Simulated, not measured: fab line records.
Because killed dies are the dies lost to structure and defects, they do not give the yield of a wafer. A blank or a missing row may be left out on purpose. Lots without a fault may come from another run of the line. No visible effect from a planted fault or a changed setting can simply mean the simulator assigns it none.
A struck lot beside a sound one    flow sky130    21 out of 708 route steps
Sound: wafers L782.3, L782.5, L782.6. Wafers struck: L775.3, L775.5, L775.6. At the end, the cause is stated.
Each step with rows lists, per side, the tool, then ch with its chambers, then its first start. Under that, the readings that differ: sound wafers    struck wafers    difference of the means    sigmas: that difference in standard deviations of wafers without a fault.
alike: a reading whose means differ by less than 2 such deviations, as well as words and numbers matching on both sides. not compared: withheld readings; readings where some wafer has no value; bounds like >300 that might hide an equal value; numbers whose values overlap and for which the record gives no deviation.
A row with sigmas, a row that says differs or no value, or rows on one side alone: a step with any of these is where the two part. Numbers that have no deviation but don't overlap get no sigmas and don't part them. A reading missing from all wafers of one side parts the sides only when that side holds two or more wafers.

first, 1 step without rows for these wafers: SKY_RES_XHIGH_IMPLANT_07.
SKY_RES_XHIGH_STRIP_08: strips in O2/N2.
  sound on plasma-asher-02 ch 0,1, day 31 16:46; struck on plasma-asher-02 ch 0,1, day 29 12:14
  alike: drypump-motor-current-A, oes-product-au, strip-time-to-endpoint-s
  not compared: rf-hours-counter-h
SKY_RES_XHIGH_TW_MEAS_09:
  sound: film-metro-02 at day 31 16:52; struck: film-metro-04 at day 29 12:20
  alike: RES_XHIGH_TW
then, 7 steps without rows for these wafers: SKY_SD_N_DEHYDRATE_00 (time 60 s); SKY_SD_N_HMDS_01 (prime time 60 s); SKY_SD_N_COAT_02 (resist thk 1140 nm); SKY_SD_N_SOFTBAKE_03 (time 60 s); SKY_SD_N_EXPOSE_04 (exposes mask NSDM, target cd 380 nm); SKY_SD_N_PEB_05; SKY_SD_N_DEVELOP_06 (develop time 60 s).
SKY_SD_N_CD_MEAS_07: target cd 380 nm.
  sound: cd-sem-01 at day 32 19:04; struck: cd-sem-02 at day 30 16:18
  alike: cd-nm
SKY_SD_N_OVL_MEAS_08:
  sound: overlay-02 at day 32 19:10; struck: overlay-01 at day 30 16:23
  alike: SD_N_OVL
SKY_SD_N_IMPLANT_09:
  sound on implanter-03 ch 0, day 32 19:14; struck on implanter-02 ch 0, day 30 16:28
reading                           sound                          struck                         difference  sigmas
beam-on-s (s)                     17.5 17.5 17.0                 28.1 27.8 28.3                 +10.7       +10
dose-ions-cm2                     3.996e+15 4.004e+15 4.003e+15  6.224e+15 6.221e+15 6.224e+15  +2.222e+15  +99 or more
end-station-pressure-torr (Torr)  1.38e-05 1.47e-05 1.4e-05      1.23e-05 1.25e-05 1.12e-05     -2.17e-06   -2
next, for these wafers, 1 step has no rows: SKY_SD_N_IMPLANT_10.
SKY_SD_N_STRIP_11: strips in O2/N2.
  sound on plasma-asher-03 ch 0,1, day 32 19:31; struck on plasma-asher-03 ch 0,1, day 30 16:45
reading                       sound              struck             difference  sigmas
oes-product-au (a.u.)         0.520 0.531 0.536  0.512 0.520 0.520  -0.012      -3
strip-time-to-endpoint-s (s)  22.56 22.59 22.59  23.56 23.56 23.54  +0.97       +22
  alike: drypump-motor-current-A
  not compared: rf-hours-counter-h
SKY_SD_N_TW_MEAS_12:
  sound: film-metro-01 at day 32 19:36; struck: film-metro-04 at day 30 16:50
  alike: SD_N_TW
then, 1 step without rows for these wafers: SKY_SD_N_CLEAN_13 (cleans in SC1/SC2, time 150 s).
SKY_SD_N_RTA_14: time 2 s.
  sound on rtp-anneal-01 ch 0, day 32 19:43; struck on rtp-anneal-02 ch 0, day 30 16:57
  alike: lamp-power-pct, wafer_temp_C_max
SKY_SD_N_RS_MEAS_16: a four-point-probe measurement.
  sound: film-metro-01 at day 32 19:55; struck: film-metro-01 at day 30 17:31
reading           sound              struck             difference  sigmas
SD_N_RS (ohm/sq)  68.68 68.68 68.89  65.45 65.48 65.37  -3.32       -30
  not compared: hold
SKY_SD_N_RS_MEAS_17: a four-point-probe measurement.
  sound: film-metro-01 at day 32 20:02; struck: film-metro-01 at day 30 19:31
reading  sound  struck                                                                      difference                    sigmas
hold     - - -  await-dispo/1.7h/release await-dispo/1.7h/release await-dispo/1.7h/release  no value on the sound wafers  
  alike: SD_P_RS
-- here the record skips 17 days between the struck wafers' starts before and after, leaving off in module SD_N and picking up in module PAD_OPEN (first step shown: number 708 of the route) --
SKY_PAD_OPEN_PROBE_99:
  sound: prober-02 at day 49 13:04; struck: prober-01 at day 48 02:07
reading                                    sound                 struck                difference  sigmas
model.etest.res-ndiff.line-ohm-um          769.9 771.4 786.4     676.2 680 691.4       -93.4       
model.etest.sonos-uncharged.r-on-ohm-um    823.4 829.4 806.1     756 770.9 769.8       -54         
model.etest.licon-ndiff.rc-ohm             185.3 185.3 178.5     165.4 165.3 162.4     -18.7       
model.etest.res-ndiff-hv.rs-ohm-sq         114.5 113.8 114.1     102.3 102.4 102.7     -11.7       
model.etest.res-ndiff.rs-ohm-sq            120.1 119.9 122.1     109.1 108.3 108.5     -12.1       
model.etest.nfet-g5v0d10v5.off-log10-a-um  -13.84 -13.82 -13.85  -13.63 -13.71 -13.63  +0.18       
  alike: killed_at_M0_to_M3, killed_at_M4_up, killed-at-contacts, killed-at-front-end, killed-at-other, killed-dies, killed-open, killed-short

WHERE THEY PART
First at SKY_SD_N_IMPLANT_09; last, within this record, at SKY_SD_N_RS_MEAS_17. Later steps at which nothing parts them and some readings are alike: SKY_PAD_OPEN_PROBE_99.

WHY: the cause the simulator had injected
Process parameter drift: implanter-02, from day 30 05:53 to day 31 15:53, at SKY_SD_N_IMPLANT_09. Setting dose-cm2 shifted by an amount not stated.
